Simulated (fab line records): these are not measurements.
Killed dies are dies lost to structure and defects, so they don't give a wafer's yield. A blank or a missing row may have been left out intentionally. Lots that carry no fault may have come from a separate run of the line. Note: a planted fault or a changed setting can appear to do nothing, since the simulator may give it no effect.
Comparing a struck lot with a sound one	flow sky130	18 out of 708 route steps
Sound: the wafers L905.3, L905.5, L905.6. The struck wafers were L889.1, L889.3, L889.6. The cause comes at the end.
Each step with rows lists, per side, the tool, then ch with its chambers, then its first start. Under that, the readings that differ: sound wafers	struck wafers	difference of the means	sigmas: that difference in standard deviations of wafers without a fault.
alike: words and numbers the same on both sides, and readings whose means are apart by under 2 such deviations; not compared: readings that were withheld, readings missing a value for some wafer, numbers with overlapping values and no deviation given by the record, and bounds like >300 which may hide the same value.
A row with sigmas, a row that says differs or no value, or rows on one side alone: a step with any of these is where the two part. Numbers that have no deviation but don't overlap get no sigmas and don't part them. Lack of a reading on every wafer of one side parts them only where that side has two or more wafers.

first, 9 steps without rows for these wafers: SKY_CAPM_CLEAN_17 (cleans in O3/DIW); SKY_METAL3_DEHYDRATE_05 (time 60 s); SKY_METAL3_HMDS_06 (prime time 60 s); SKY_METAL3_COAT_07 (resist thk 60 nm); SKY_METAL3_COAT_08 (resist thk 1140 nm); SKY_METAL3_SOFTBAKE_09 (time 90 s); SKY_METAL3_EXPOSE_10 (exposes mask MM3, target cd 300 nm); SKY_METAL3_PEB_11; SKY_METAL3_DEVELOP_12 (develop time 60 s).
SKY_METAL3_CD_MEAS_13: target cd 300 nm.
  sound: cd sem-01 at day 44 12:16; struck: cd sem-02 at day 40 08:55
  alike: cd nm
SKY_METAL3_OVL_MEAS_14:
  sound: overlay-01 at day 44 12:21; struck: overlay-02 at day 40 09:02
  alike: METAL3_OVL
SKY_METAL3_DESCUM_15: chemistry O2, time 8 s.
  sound on rie metal-04 ch 0,1, day 44 12:23; struck on rie metal-03 ch 1, day 40 09:05
  alike: drypump motor current A, oes product au
  not compared: rf hours counter h
SKY_METAL3_ETCH_16: etches BARC in N2/H2, stops on SiO2, time 88.2 s, target depth 60 nm.
  sound on rie metal-04 ch 0,1, day 44 12:26; struck on rie metal-03 ch 1, day 40 09:07
  no value came back on the struck wafers for any of 5 readings (bias w (W), chamber pressure mTorr (mTorr) and others); on the sound wafers bias w (W) reads 99.36 99.97 99.93
reading	sound	struck	difference	sigmas
model.KrF-thick_of_METAL3_COAT_08.thk nm (nm)	1080 1080 1085	1138 1136 1139	+56	
  not compared: rf hours counter h
SKY_METAL3_ETCH_17: etches SiO2 in C4F8/O2/Ar, stops on TiN, time 3.9 s, target depth 15 nm.
  sound on rie diel-03 ch 1,2, day 44 12:31; struck on rie diel-03 ch 0,1,2, day 40 09:13
reading	sound	struck	difference	sigmas
oes product au (a.u.)	0.763 0.757 0.771	0.378 0.380 0.377	-0.385	-49
  alike: bias w, chamber pressure mTorr
  not compared: rf hours counter h
SKY_METAL3_METAL_ETCH_18: etches the open film in Cl2/BCl3, stops on SiO2, target depth 845 nm, time 183.1 s.
  sound on rie metal-03 ch 0,1, day 44 12:36; struck on rie metal-04 ch 0,1, day 40 09:14
reading	sound	struck	difference	sigmas
oes product au (a.u.)	0.866 0.856 0.869	0.368 0.378 0.366	-0.493	-78
model.KrF-thick_of_METAL3_COAT_08.thk nm (nm)	523 522.7 552.6	588 572.3 592.8	+52	
  alike: bcl3 flow sccm, bias w, drypump motor current A, mfc cl2 sccm, throttle valve pct
  not compared: rf hours counter h
SKY_METAL3_STRIP_19: strips in O2/N2.
  sound on plasma asher-01 ch 0,1, day 44 12:47; struck on plasma asher-03 ch 0,1, day 40 09:25
reading	sound	struck	difference	sigmas
oes product au (a.u.)	0.507 0.499 0.510	0.525 0.523 0.535	+0.022	+3
strip time to endpoint s (s)	6.50 6.48 6.80	7.14 6.99 7.19	+0.51	+5
  alike: drypump motor current A
  not compared: rf hours counter h
then, 1 step without rows for these wafers: SKY_METAL3_STRIP_20 (strips in post etch residue remover, time 1200 s).
-- the record jumps here: 7 days lie between the struck wafers' starts before and after (it left off in module METAL3 and takes up again in module PAD_OPEN, whose first step shown is number 708 of the route) --
SKY_PAD_OPEN_PROBE_99:
  record: rows for the struck wafers here (prober-01, day 47 06:37), none for the sound ones

## WHERE THEY PART
First at SKY_METAL3_ETCH_16; last, within this record, at SKY_PAD_OPEN_PROBE_99.

WHY: the cause the simulator had injected
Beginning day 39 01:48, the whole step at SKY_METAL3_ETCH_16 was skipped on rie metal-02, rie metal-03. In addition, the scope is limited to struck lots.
